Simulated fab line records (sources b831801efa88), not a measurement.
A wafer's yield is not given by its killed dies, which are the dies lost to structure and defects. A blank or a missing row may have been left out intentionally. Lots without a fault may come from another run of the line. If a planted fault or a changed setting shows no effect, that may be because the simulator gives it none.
fab line records | flow sky130
record lots=11 wafers=33 last-day=50
route steps=708 shown LOCAL_INTERCONNECT@402 CONTACT@411 METAL1@443 PAD_OPEN@708
lots that met no fault: from a run of the same line without faults
start-h: hours from the record's first day to the start of the lot's first wafer shown | wait-h: time in hours since the lot's previous step | " repeats the value in the row above | L1.1+2: several wafers, shown together as one row | - value missing, or start not given | * or withheld: withheld | < > ~ a bound
route shown NAME@n: NAME is a module with steps in the file, n the number in the route of the first one | usual: mean and standard deviation over wafers with no fault | same: alike in all rows | chamber/n: place in a boat | sites: per-site readings | _std_site: how widely they spread, as a standard deviation | _edge_site: the outer-site mean with the inner-site mean subtracted | radius-mm: for every site, how far away it sits from the centre of the wafer | mask NAME#n: copy n | behind: the most recent tool/chamber to have shaped the wafer | hold: reason for holding the lot/hours on hold/outcome of the hold | device: whichever transistor did not switch (one of n, p or np) | end of line: the tests these same wafers got at the end of their route | where a step has no rows: the recipe by itself | killed: at the first sort, the dies lost to defects and structure; wafer yield is something else | map: shows each die of a wafer: x if killed, . if not, _ if none is there
set.NAME: setting as actually run; set.NAME@STEP: the setting as run at that earlier step | model.NAME: the simulator's own value behind a step, which no gauge read
one table for each step of the route and one row for each wafer, over a sample of lots
services: from which hour (start-h, from the record's first day; less than 0 if before it) a tool's chamber was out of use, for how many hours, and why
## steps
# step SKY_LOCAL_INTERCONNECT_STRIP_15
# recipe chemistry=O2/N2 power-w=1400 pressure-mtorr=1500 platen-temp-c=withheld o2-flow-sccm=3000 n2-flow-sccm=300 overash-fraction=0.5
# usual drypump-motor-current-A=5.7/0.43 oes-product-au=0.427/0.0045 strip-time-to-endpoint-s=4.731/0.021
# columns lot.wafer tool chamber start-h wait-h drypump-motor-current-A oes-product-au rf-hours-counter-h strip-time-to-endpoint-s
L691.1 plasma-asher-01 0 735.52 0.0 5.3 0.423 27 4.670
L691.4 " 1 " " 6.2 0.426 - 4.689
L691.5 " 0 " " 5.3 0.428 - 4.709
L693.2 plasma-asher-04 0 761.57 0.0 5.2 0.428 2 4.703
L693.5 " 0 " " 5.2 0.422 - 4.713
L693.6 " 1 " " 6.0 0.428 - 4.714
L692.1 plasma-asher-04 0 762.81 0.0 5.2 0.425 2 4.750
L692.4 " 0 " " 5.2 0.427 - 4.691
L692.5 " 0 " " 5.2 0.437 - 4.746
L695.1 plasma-asher-01 0 764.80 0.0 5.3 0.434 31 4.720
L695.4 " 0 " " 5.3 0.430 - 4.733
L695.5 " 0 " " 5.3 0.425 - 4.718
L694.1 plasma-asher-03 0 776.82 0.0 6.2 0.423 96 4.768
L694.4 " 1 " " 5.6 0.425 - 4.744
L694.5 " 1 " " 5.6 0.428 - 4.753
L696.1 plasma-asher-01 1 786.72 0.0 6.3 0.434 33 4.763
L696.3 " 0 " " 5.3 0.425 - 4.788
L696.5 " 0 " " 5.2 0.429 - 4.772
L697.1 plasma-asher-04 0 789.61 0.0 5.2 0.424 4 4.741
L697.3 " 1 " " 6.0 0.424 - 4.739
L697.6 " 0 " " 5.2 0.423 - 4.727
L699.3 plasma-asher-01 0 797.20 0.1 5.3 0.425 - 4.707
L699.5 " 1 " " 6.2 0.429 - 4.716
L699.6 " 0 " " 5.3 0.428 - 4.693
L707.3 plasma-asher-03 0 849.36 0.1 6.2 0.421 - 4.731
L707.4 " 1 " " 5.6 0.429 - 4.742
L707.6 " 0 " " 6.2 0.419 - 4.744
L710.2 plasma-asher-01 0 862.14 0.0 5.2 0.426 43 4.737
L710.4 " 0 " " 5.3 0.431 - 4.752
L710.5 " 0 " " 5.2 0.435 - 4.731
L713.1 plasma-asher-01 1 881.66 0.1 6.2 0.427 45 4.750
L713.2 " 0 " " 5.2 0.423 45 4.761
L713.6 " 0 " " 5.3 0.430 - 4.760
# step SKY_CONTACT_BOW_MEAS_05
# recipe mode=bow
# usual CONTACT_BOW=82/7.2
# columns lot.wafer tool chamber start-h wait-h CONTACT_BOW[um]
L691.1 film-metro-04 - 736.77 0.2 91
L691.4 " - " " 80
L691.5 " - " " 75
L693.2 film-metro-04 - 762.71 0.2 78
L693.5 " - " " 83
L693.6 " - " " 80
L692.1 film-metro-03 - 763.93 0.1 82
L692.4 " - " " 72
L692.5 " - " " 75
L695.1 film-metro-04 - 766.06 0.2 81
L695.4 " - " " 86
L695.5 " - " " 86
L694.1 film-metro-01 - 777.94 0.1 81
L694.4 " - " " 89
L694.5 " - " " 88
L696.1 film-metro-04 - 787.92 0.2 88
L696.3 " - " " 78
L696.5 " - " " 92
L697.1 film-metro-03 - 790.88 0.2 90
L697.3 " - " " 79
L697.6 " - " " 75
L699.3 film-metro-01 - 798.38 0.3 85
L699.5 " - " " 82
L699.6 " - " " 76
L707.3 film-metro-01 - 850.70 0.2 84
L707.4 " - " " 96
L707.6 " - " " 86
L710.2 film-metro-04 - 863.28 0.2 80
L710.4 " - " " 80
L710.5 " - " " 81
L713.1 film-metro-04 - 882.92 0.2 82
L713.2 " - " " 99
L713.6 " - " " 87
# step SKY_CONTACT_ETCH_18
# recipe target=Si3N4 chemistry=CHF3/O2 stop-on=TiN source-w=600 bias-w=200 pressure-mtorr=40 chf3-flow-sccm=50 O2_flow_sccm=5 time-s=39 target-depth-a=750
# usual drypump-motor-current-A=5.6/0.4 oes-product-au=0.856/0.0065 throttle-valve-pct=8.793/0.0093
# columns lot.wafer tool chamber start-h wait-h drypump-motor-current-A oes-product-au rf-hours-counter-h throttle-valve-pct
L691.1 rie-diel-01 2 - - 5.6 0.855 5 8.813
L691.4 " 0 " " 6.6 0.860 10 8.790
L691.5 " 0 " " 6.7 0.855 - 8.799
L693.2 rie-diel-03 0 - - 5.8 0.857 1 8.787
L693.5 " 3 " " 5.6 0.862 - 8.794
L693.6 " 2 " " 4.7 0.857 - 8.791
L692.1 rie-diel-04 3 - - 5.5 0.857 4 8.804
L692.4 " 1 " " 5.7 0.871 5 8.801
L692.5 " 2 " " 5.9 0.857 - 8.787
L695.1 rie-diel-03 0 - - 5.8 0.849 1 8.788
L695.4 " 3 " " 5.6 0.860 25 8.784
L695.5 " 0 " " 5.8 0.857 - 8.792
L694.1 rie-diel-04 0 - - 5.2 0.849 16 8.784
L694.4 " 1 " " 5.7 0.855 6 8.784
L694.5 " 1 " " 5.7 0.863 - 8.800
L696.1 rie-diel-04 0 - - 5.2 0.849 16 8.778
L696.3 " 1 " " 5.7 0.852 6 8.787
L696.5 " 1 " " 5.7 0.857 - 8.790
L697.1 rie-diel-04 0 - - 5.2 0.844 16 8.803
L697.3 " 3 " " 5.5 0.854 5 8.784
L697.6 " 2 " " 5.9 0.859 - 8.793
L699.3 rie-diel-01 2 - - 5.5 0.857 7 8.804
L699.5 " 2 " " 5.5 0.847 - 8.797
L699.6 " 3 " " 5.5 0.853 - 8.778
L707.3 rie-diel-04 0 - - 5.3 0.853 18 8.792
L707.4 " 2 " " 5.9 0.858 23 8.788
L707.6 " 3 " " 5.5 0.851 - 8.799
L710.2 rie-diel-04 3 - - 5.5 0.845 7 8.781
L710.4 " 0 " " 5.2 0.853 18 8.812
L710.5 " 0 " " 5.2 0.856 - 8.783
L713.1 rie-diel-03 0 - - 5.8 0.851 6 8.792
L713.2 " 2 " " 4.8 0.856 20 8.778
L713.6 " 3 " " 5.6 0.860 - 8.814
# step SKY_METAL1_COAT_09
# recipe resist=BARC temp-c=withheld time-s=withheld spin-rpm=3000 resist-thk-nm=60
# columns lot.wafer tool chamber start-h wait-h
L691.1+4+5 litho-track-03 0 779.09 0.1
L693.2+5+6 litho-track-02 0 801.88 0.1
L692.1+4+5 litho-track-02 0 803.85 0.1
L695.1+4+5 litho-track-02 0 806.95 0.1
L694.1+4+5 litho-track-02 0 819.10 0.1
L696.1+3+5 litho-track-02 0 827.95 0.1
L697.1+3+6 litho-track-03 0 833.04 0.1
L699.3+5+6 litho-track-01 0 840.10 0.1
L707.3+4+6 litho-track-01 0 891.55 0.1
L710.2+4+5 litho-track-01 0 902.08 0.1
L713.1+2+6 litho-track-03 0 922.09 0.1
# step SKY_METAL1_ETCH_18
# recipe chemistry=N2/H2 target=BARC ion-energy-ev=200 bias-w=100 pressure-mtorr=30 n2-flow-sccm=100 h2-flow-sccm=200 icp-w=500 stop-on=SiO2 time-s=45.9 target-depth-a=600
# usual drypump-motor-current-A=6.01/0.21 oes-product-au=0.854/0.0047 throttle-valve-pct=13.224/0.0094
# columns lot.wafer tool chamber start-h wait-h drypump-motor-current-A oes-product-au rf-hours-counter-h throttle-valve-pct
L691.1 rie-metal-01 1 792.13 0.0 5.96 0.853 2 13.226
L691.4 " 0 " " 6.01 0.851 - 13.221
L691.5 " 1 " " 5.95 0.851 - 13.206
L693.2 rie-metal-01 0 816.04 0.1 5.99 0.852 - 13.217
L693.5 " 0 " " 6.02 0.853 - 13.228
L693.6 " 0 " " 6.01 0.857 - 13.216
L692.1 rie-metal-04 0 817.84 0.0 5.75 0.855 14 13.234
L692.4 " 1 " " 5.78 0.856 - 13.217
L692.5 " 1 " " 5.79 0.858 - 13.214
L695.1 rie-metal-03 0 821.48 0.0 5.85 0.856 14 13.227
L695.4 " 1 " " 6.43 0.847 - 13.240
L695.5 " 0 " " 5.83 0.849 - 13.216
L694.1 rie-metal-01 0 833.19 0.0 6.03 0.850 8 13.234
L694.4 " 0 " " 6.00 0.865 - 13.210
L694.5 " 1 " " 5.98 0.853 - 13.227
L696.1 rie-metal-01 0 842.02 0.1 5.97 0.858 9 13.235
L696.3 " 0 " " 6.02 0.823 - 13.220
L696.5 " 0 " " 6.01 0.858 - 13.223
L697.1 rie-metal-03 1 846.65 0.0 6.40 0.851 15 13.226
L697.3 " 0 " " 5.86 0.846 - 13.219
L697.6 " 0 " " 5.87 0.856 - 13.222
L699.3 rie-metal-03 1 853.46 0.0 6.40 0.846 - 13.226
L699.5 " 1 " " 6.38 0.853 - 13.214
L699.6 " 0 " " 5.84 0.857 - 13.219
L707.3 rie-metal-01 0 904.58 0.1 5.98 0.851 - 13.234
L707.4 " 0 " " 6.00 0.856 - 13.201
L707.6 " 0 " " 5.99 0.851 - 13.236
L710.2 rie-metal-01 0 914.64 0.0 5.99 0.855 14 13.232
L710.4 " 0 " " 5.99 0.849 - 13.223
L710.5 " 0 " " 6.02 0.856 - 13.231
L713.1 rie-metal-03 1 934.59 0.0 6.41 0.853 3 13.218
L713.2 " 0 " " 5.88 0.858 4 13.224
L713.6 " 0 " " 5.86 0.859 - 13.236
# step SKY_PAD_OPEN_PROBE_99
# usual defect-limited-yield=82.3/1.8 killed_at_M0_to_M3=44/6.9 killed_at_M4_up=3.3/1.7 killed-at-contacts=24/5.5 killed-at-front-end=16/4.5 killed-at-other=0.2/0.46 killed-dies=87/9.1 killed-open=48/7.3 killed-short=39/6.2 sort_bin_3_pad_short=0.9/0.4 sort_bin_5_function=10.4/1.5 sort_bin_6_memory=6.4/1.2 sort-n-pass=405/9.1 sort-yield-pct=82.3/1.8
# same gross-dies=492 killed-at-back-side=0 sort_bin_4_leakage[%]=0 sort_bin_8_speed[%]=0
# columns lot.wafer tool chamber start-h wait-h defect-limited-yield[%] killed_at_M0_to_M3 killed_at_M4_up killed-at-contacts killed-at-front-end killed-at-other killed-dies killed-open killed-short sort_bin_3_pad_short[%] sort_bin_5_function[%] sort_bin_6_memory[%] sort-n-pass sort-yield-pct[%]
L697.1 prober-01 - 1140.16 0.1 85.2 33 1 15 24 0 73 49 24 0.2 8.1 6.5 419 85.2
L697.3 prober-01 - 1140.26 0.2 84.8 36 4 22 13 0 75 36 38 0.4 9.6 5.3 417 84.8
L697.6 prober-01 - 1140.41 0.2 82.3 41 2 26 18 0 87 53 34 0.4 11.6 5.7 405 82.3
L696.1 prober-02 - 1142.12 0.1 84.8 33 1 27 14 0 75 36 37 0.8 8.1 6.3 417 84.8
L696.3 prober-02 - 1142.22 0.2 79.9 47 2 30 20 0 99 63 36 0.6 12.6 6.9 393 79.9
L699.3 prober-01 - 1145.74 0.2 82.9 36 3 26 19 0 84 47 37 0.8 10.2 6.1 408 82.9
L699.5 prober-01 - 1145.84 0.2 81.1 38 3 37 15 0 93 53 39 0.4 10.6 7.9 399 81.1
L699.6 prober-01 - 1145.89 0.2 84.3 34 3 26 13 1 77 43 33 1.6 10.0 4.1 415 84.3
L710.2 prober-01 - 1186.42 0.1 81.7 36 3 27 24 0 90 50 40 1.0 12.4 4.9 402 81.7
L710.4 prober-01 - 1186.52 0.2 83.7 43 4 23 10 0 80 46 33 0.4 8.9 6.9 412 83.7
L710.5 prober-01 - 1186.57 0.2 83.1 33 5 27 18 0 83 47 36 1.0 8.9 6.9 409 83.1
# killed by level:class
L697.1 VIA1:geometric-particle:open=12 POLY_GATE:geometric-particle:open=9 FIELD_ISO:geometric-particle:open=8 CONTACT:geometric-particle:open=6 VIA3:geometric-particle:open=5 VIA1:geometric-particle:short=4 POLY_GATE:geometric-particle:short=3 LI_CONTACT:geometric-particle:open=3
L697.3 CONTACT:geometric-particle:open=8 METAL1:geometric-particle:short=7 VIA3:geometric-particle:open=6 CONTACT:geometric-particle:short=5 VIA1:geometric-particle:open=5 SPACER:geometric-particle:open=4 METAL2:geometric-particle:short=4 METAL4:geometric-particle:short=4
L697.6 VIA1:geometric-particle:open=16 CONTACT:geometric-particle:open=13 FIELD_ISO:geometric-particle:open=7 VIA3:geometric-particle:open=7 CONTACT:geometric-particle:short=5 FIELD_ISO:geometric-particle:short=4 LOCAL_INTERCONNECT:geometric-particle:short=4 METAL2:geometric-particle:short=4
L696.1 CONTACT:geometric-particle:open=12 VIA2:geometric-particle:open=6 FIELD_ISO:geometric-particle:short=5 VIA1:geometric-particle:open=5 VIA1:geometric-particle:short=5 LOCAL_INTERCONNECT:geometric-particle:short=4 CONTACT:geometric-particle:short=4 METAL2:geometric-particle:short=4
L696.3 CONTACT:geometric-particle:open=14 VIA3:geometric-particle:open=10 LI_CONTACT:geometric-particle:open=8 VIA1:geometric-particle:open=8 FIELD_ISO:geometric-particle:short=7 VIA2:geometric-particle:open=7 FIELD_ISO:geometric-particle:open=6 METAL1:geometric-particle:short=5
L699.3 CONTACT:geometric-particle:open=10 LI_CONTACT:geometric-particle:open=9 VIA2:geometric-particle:open=6 FIELD_ISO:geometric-particle:open=5 VIA3:geometric-particle:open=5 CONTACT:geometric-particle:short=5 METAL1:geometric-particle:short=5 VIA1:geometric-particle:short=5
L699.5 CONTACT:geometric-particle:open=18 VIA3:geometric-particle:open=9 CONTACT:geometric-particle:short=8 LI_CONTACT:geometric-particle:open=6 VIA1:geometric-particle:short=6 VIA2:geometric-particle:open=6 POLY_GATE:geometric-particle:short=4 VIA3:geometric-particle:short=4
L699.6 LI_CONTACT:geometric-particle:open=10 VIA1:geometric-particle:open=9 CONTACT:geometric-particle:open=6 METAL2:geometric-particle:short=5 LOCAL_INTERCONNECT:geometric-particle:short=4 CONTACT:geometric-particle:short=4 VIA3:geometric-particle:open=4 VIA3:geometric-particle:short=4
L710.2 LI_CONTACT:geometric-particle:open=9 CONTACT:geometric-particle:open=9 METAL1:geometric-particle:short=7 METAL2:geometric-particle:short=6 POLY_GATE:geometric-particle:short=5 POLY_GATE:geometric-particle:open=5 CONTACT:geometric-particle:short=5 FIELD_ISO:geometric-particle:open=4
L710.4 VIA1:geometric-particle:open=11 VIA2:geometric-particle:open=11 METAL1:geometric-particle:short=8 LI_CONTACT:geometric-particle:open=7 CONTACT:geometric-particle:open=7 CONTACT:geometric-particle:short=5 METAL2:geometric-particle:short=4 POLY_GATE:geometric-particle:open=3
L710.5 CONTACT:geometric-particle:open=9 VIA1:geometric-particle:open=8 LI_CONTACT:geometric-particle:open=7 POLY_GATE:geometric-particle:open=6 VIA1:geometric-particle:short=5 METAL2:geometric-particle:short=5 VIA3:geometric-particle:open=5 POLY_GATE:geometric-particle:short=4
## services
# columns tool chamber start-h hours kind
rie-diel-04 0 718.59 6.2 repair
rie-diel-01 - 719.57 2.5 repair
rie-metal-03 0 728.97 12.9 repair
plasma-asher-03 - 732.74 14.6 pm
plasma-asher-04 - 733.75 9.0 pm
rie-diel-04 3 739.18 6.5 repair
plasma-asher-04 - 742.75 2.8 pm
rie-diel-04 0 754.07 1.3 repair
rie-diel-04 - 754.43 0.2 repair
rie-diel-03 1 773.67 7.5 repair
rie-diel-03 - 808.84 0.5 repair
rie-metal-01 1 811.51 9.1 repair
plasma-asher-03 - 812.74 8.1 repair
rie-metal-03 0 822.58 - clean
rie-metal-03 0 822.58 19.0 scheduled-down
rie-metal-03 0 822.58 19.0 vent-cycle
rie-diel-01 0 826.50 8.2 repair
rie-metal-01 1 838.27 71.5 repair
plasma-asher-03 - 840.18 2.8 pm
rie-diel-01 3 865.09 3.4 repair
plasma-asher-04 - 883.22 0.8 repair
rie-diel-03 3 928.05 8.1 repair
rie-metal-04 - 928.42 2.8 pm
rie-diel-03 2 929.55 5.7 repair
## key
first-sign step=SKY_METAL1_ETCH_18 reading=oes-product-au direction=down sigmas=6.6 usual=0.854 struck=0.823
effect none on later readings
met-at SKY_METAL1_COAT_09
struck-lots L696
struck-wafers L696.3
not-acting-at SKY_LOCAL_INTERCONNECT_STRIP_15,SKY_CONTACT_BOW_MEAS_05,SKY_CONTACT_ETCH_18
onset-between 819.10 827.95
fault kind=process-parameter-drift tool=litho-track-02 chamber=- onset-h=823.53 steps=SKY_METAL1_COAT_09 channel=resist-thk-nm offset=-2.3107 shape=step end-h=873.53 scope=struck-wafers-only acts-in=these-recipes-only stated=60
